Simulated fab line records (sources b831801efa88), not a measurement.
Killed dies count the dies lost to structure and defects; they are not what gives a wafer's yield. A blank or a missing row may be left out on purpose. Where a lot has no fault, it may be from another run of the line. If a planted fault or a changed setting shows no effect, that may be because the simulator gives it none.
A lot that was struck, set against a sound lot -- flow sky130 -- 32 out of 708 route steps
Sound: the wafers L858.2, L858.4, L858.5. Wafers L865.2, L865.3, L865.6 were the ones struck. The cause comes at the end.
Per side, at each step with rows, come the tool, then ch with its chambers, and then its first start. Under that, the readings that differ: sound wafers -- struck wafers -- difference of the means -- sigmas: that difference in standard deviations of wafers without a fault.
alike: same words and numbers on both sides, and readings whose means sit less than 2 such deviations apart. not compared: any withheld reading, any reading some wafer has no value for, any bound like >300 that may hide the same value, and any number with overlapping values for which the record gives no deviation.
A row with sigmas, a row that says differs or no value, or rows on one side alone: a step with any of these is where the two part. When numbers do not overlap yet have no deviation, they are printed without sigmas and do not part them. A reading that every wafer of one side lacks parts them only if that side has two wafers or more.

SKY_PWDE_OVL_MEAS_07:
  sound: overlay-01 at day 5 18:48; struck: overlay-01 at day 7 16:31
  alike: PWDE_OVL
next, for these wafers, 1 step has no rows: SKY_PWDE_IMPLANT_08.
SKY_PWDE_STRIP_09: strips in O2/N2.
  sound on plasma_asher-04 ch 0,1, day 5 18:59; struck on plasma_asher-04 ch 0,1, day 7 16:42
  alike: drypump_motor_current_A, oes_product_au, strip_time_to_endpoint_s
  not compared: rf_hours_counter_h
SKY_PWDE_TW_MEAS_10:
  sound: film_metro-01 at day 5 19:05; struck: film_metro-01 at day 7 16:49
  alike: PWDE_TW
then, 7 steps without rows for these wafers: SKY_NWELL_DEHYDRATE_03 (time 60 s); SKY_NWELL_HMDS_04 (prime time 60 s); SKY_NWELL_COAT_05 (resist thk 3000 nm); SKY_NWELL_SOFTBAKE_06; SKY_NWELL_EXPOSE_07 (exposes mask NWM, target cd 840 nm); SKY_NWELL_PEB_08; SKY_NWELL_DEVELOP_09 (develop time 60 s).
SKY_NWELL_OVL_MEAS_10:
  sound: overlay-01 at day 6 12:36; struck: overlay-01 at day 8 12:33
  alike: NWELL_00_OVL
SKY_NWELL_IMPLANT_11:
  sound on implanter-03 ch 0, day 6 12:40; struck on implanter-03 ch 0, day 8 12:55
  alike: beam_energy_keV
then, 2 steps without rows for these wafers: SKY_NWELL_IMPLANT_12; SKY_NWELL_IMPLANT_13.
SKY_NWELL_STRIP_14: strips in O2/N2.
  sound on plasma_asher-03 ch 0,1, day 6 13:05; struck on plasma_asher-03 ch 0,1, day 8 13:21
  alike: drypump_motor_current_A, oes_product_au, strip_time_to_endpoint_s
  not compared: rf_hours_counter_h
SKY_NWELL_TW_MEAS_15:
  sound: film_metro-03 at day 6 13:11; struck: film_metro-01 at day 8 13:43
reading,sound,struck,difference,sigmas
NWELL_TW,1811 1806 1807,2239 2225 2241,+427,+36
then, 7 steps without rows for these wafers: SKY_NWELL_DEHYDRATE_16 (time 60 s); SKY_NWELL_HMDS_17 (prime time 62.9 s); SKY_NWELL_COAT_18 (resist thk 3000 nm); SKY_NWELL_SOFTBAKE_19; SKY_NWELL_EXPOSE_20 (exposes mask NWM COMPLEMENT, target cd 840 nm); SKY_NWELL_PEB_21; SKY_NWELL_DEVELOP_22 (develop time 60 s).
SKY_NWELL_OVL_MEAS_23:
  sound: overlay-01 at day 7 08:18; struck: overlay-02 at day 9 09:58
  alike: NWELL_01_OVL
next, for these wafers, 1 step has no rows: SKY_NWELL_IMPLANT_24.
SKY_NWELL_STRIP_25: strips in O2/N2.
  sound on plasma_asher-03 ch 0,1, day 7 08:29; struck on plasma_asher-02 ch 0,1, day 9 10:09
  alike: drypump_motor_current_A, oes_product_au, strip_time_to_endpoint_s
  not compared: rf_hours_counter_h
SKY_NWELL_TW_MEAS_26:
  sound: film_metro-04 at day 7 08:35; struck: film_metro-01 at day 9 10:16
  alike: NWELL_2_TW
then, 1 step without rows for these wafers: SKY_NWELL_CLEAN_27 (cleans in SC1/SC2, time 150 s).
SKY_NWELL_RTA_28: time 30 s.
  sound on rtp_anneal-01 ch 0, day 7 08:43; struck on rtp_anneal-02 ch 0, day 9 10:22
  alike: lamp_power_pct, wafer_temp_C_max
SKY_NWELL_RS_MEAS_29: uses a four-point probe to measure.
  sound: film_metro-03 at day 7 08:49; struck: film_metro-01 at day 9 10:50
reading,sound,struck,difference,sigmas
NWELL_RS (ohm/sq),624.9 624.0 623.2,430.6 430.4 431.2,-193.3,-97
SKY_PAD_OPEN_PROBE_99:
  rows exist in the record for the sound wafers here (prober-01, day 47 12:41), none for the struck ones

## WHERE THEY PART
At SKY_NWELL_TW_MEAS_15 first; at SKY_PAD_OPEN_PROBE_99 last (within this record only).

WHY: what had been put in by the simulator
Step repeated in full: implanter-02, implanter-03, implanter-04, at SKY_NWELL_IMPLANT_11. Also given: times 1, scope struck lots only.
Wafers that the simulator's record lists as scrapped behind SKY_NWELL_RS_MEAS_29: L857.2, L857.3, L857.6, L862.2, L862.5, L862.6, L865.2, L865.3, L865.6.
